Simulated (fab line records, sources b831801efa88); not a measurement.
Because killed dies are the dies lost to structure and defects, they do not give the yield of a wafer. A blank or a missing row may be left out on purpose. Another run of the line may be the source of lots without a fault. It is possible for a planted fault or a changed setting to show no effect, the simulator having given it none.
Shared-tool check + flow gf180mcu + 36 wafers sampled across 11 lots

REASON IT WAS OPENED
GF_POLY_GATE_THK_MEAS_01, reading POLY_GATE_CVD_00_THK: flagged on 1 of 11 lots. Fault-free wafers read 200.8 nm, with a standard deviation of 2.1.
Rule: flag the lot when none of its wafers has a number, or when each of its wafers that has one lies beyond 4 standard deviations from that mean. As for the other lots, they are considered sound.

| lot  | measured     | on            | POLY_GATE_CVD_00_THK (nm), wafer by wafer | flag    |
|------|--------------|---------------|-------------------------------------------|---------|
| L104 | day 8 11:49  | film metro-04 | 203.4 202.4 203.8                         |         |
| L105 | day 8 17:40  | film metro-03 | 202.4 203.0 202.6                         |         |
| L106 | day 9 06:53  | film metro-03 | 201.8 202.1 203.4                         |         |
| L107 | day 9 14:04  | film metro-03 | 199.4 202.0 199.1                         |         |
| L109 | day 10 06:12 | film metro-01 | 198.1 198.5 197.8                         |         |
| L114 | day 11 13:01 | film metro-03 | 202.1 204.0 201.3                         |         |
| L115 | day 11 16:55 | film metro-04 | 199.0 200.2 201.0                         |         |
| L118 | day 12 10:53 | film metro-03 | 204.9 202.6 204.2                         |         |
| L120 | day 12 21:43 | film metro-01 | 199.4 199.5 199.4                         |         |
| L122 | day 13 13:43 | film metro-01 | 116.6 117.6 117.2 116.6 117.6 117.0       | FLAGGED |
| L127 | day 15 01:48 | film metro-04 | 198.4 199.0 198.8                         |         |
On average the flagged lots' numbers are 117.1 nm, which is -83.7 nm against the usual, or -40 standard deviations.

WHICH TOOL RAN EACH LOT
The record keeps 1 process step preceding the reading, out of 602 steps on the route. Cell contents, in order: the tool; ch with the chambers the sampled wafers went through; the start.
| lot  | flag    | GF_POLY_GATE_CVD_00         |
|------|---------|-----------------------------|
| L104 |         | lpcvd-02 ch 1, day 8 10:29  |
| L105 |         | lpcvd-01 ch 1, day 8 16:19  |
| L106 |         | lpcvd-01 ch 0, day 9 05:31  |
| L107 |         | lpcvd-01 ch 1, day 9 12:44  |
| L109 |         | lpcvd-01 ch 0, day 10 04:52 |
| L114 |         | lpcvd-02 ch 0, day 11 11:40 |
| L115 |         | lpcvd-02 ch 1, day 11 15:34 |
| L118 |         | lpcvd-01 ch 1, day 12 09:34 |
| L120 |         | lpcvd-02 ch 1, day 12 20:23 |
| L122 | FLAGGED | lpcvd-02 ch 0, day 13 12:22 |
| L127 |         | lpcvd-01 ch 1, day 15 00:28 |
These steps, and what they do:
- GF_POLY_GATE_CVD_00: deposits poly-Si, target thk 200 nm, time 1200 s.
- GF_POLY_GATE_THK_MEAS_01

FLAGGED AGAINST TOTAL, ONE TOOL AT A TIME (gauges that did the reading follow at the end)
| step                     | tool          | lots run | flagged | share of the flagged lots | sound lots run after its first flagged lot |
|--------------------------|---------------|----------|---------|---------------------------|--------------------------------------------|
| GF_POLY_GATE_CVD_00      | lpcvd-01      | 6        | 0       | none                      | -                                          |
| GF_POLY_GATE_CVD_00      | lpcvd-02      | 5        | 1       | all                       | 0                                          |
| GF_POLY_GATE_THK_MEAS_01 | film metro-01 | 3        | 1       | all                       | 0                                          |
| GF_POLY_GATE_THK_MEAS_01 | film metro-03 | 5        | 0       | none                      | -                                          |
| GF_POLY_GATE_THK_MEAS_01 | film metro-04 | 3        | 0       | none                      | -                                          |

WHAT THE TABLE PERMITS
2 rows of the table ran every flagged lot: lpcvd-02 at GF_POLY_GATE_CVD_00, film metro-01 at GF_POLY_GATE_THK_MEAS_01.
- lpcvd-02 at GF_POLY_GATE_CVD_00 ran 5 lots, 1 of them flagged. It ran its last sound lot, L120, at day 12 20:23 and its first flagged lot, L122, at day 13 12:22: a fault with its onset between the two fits. Its own readings (spike tc bottom C, spike tc centre C, spike tc lower C, spike tc top C, spike tc upper C, susceptor temp C) fall more than 4 standard deviations out on all wafers of the flagged lots.
- film metro-01 at GF_POLY_GATE_THK_MEAS_01 ran 3 lots, 1 of them flagged. It ran its last sound lot, L120, at day 12 21:43 and its first flagged lot, L122, at day 13 13:43: a fault with its onset between the two fits.
Counting lots can't tell these 2 tools apart, because each fits a fault that began at some hour. More lots, or a look at what each step does to the wafer, might.

WHAT THE SIMULATOR HAD INSERTED
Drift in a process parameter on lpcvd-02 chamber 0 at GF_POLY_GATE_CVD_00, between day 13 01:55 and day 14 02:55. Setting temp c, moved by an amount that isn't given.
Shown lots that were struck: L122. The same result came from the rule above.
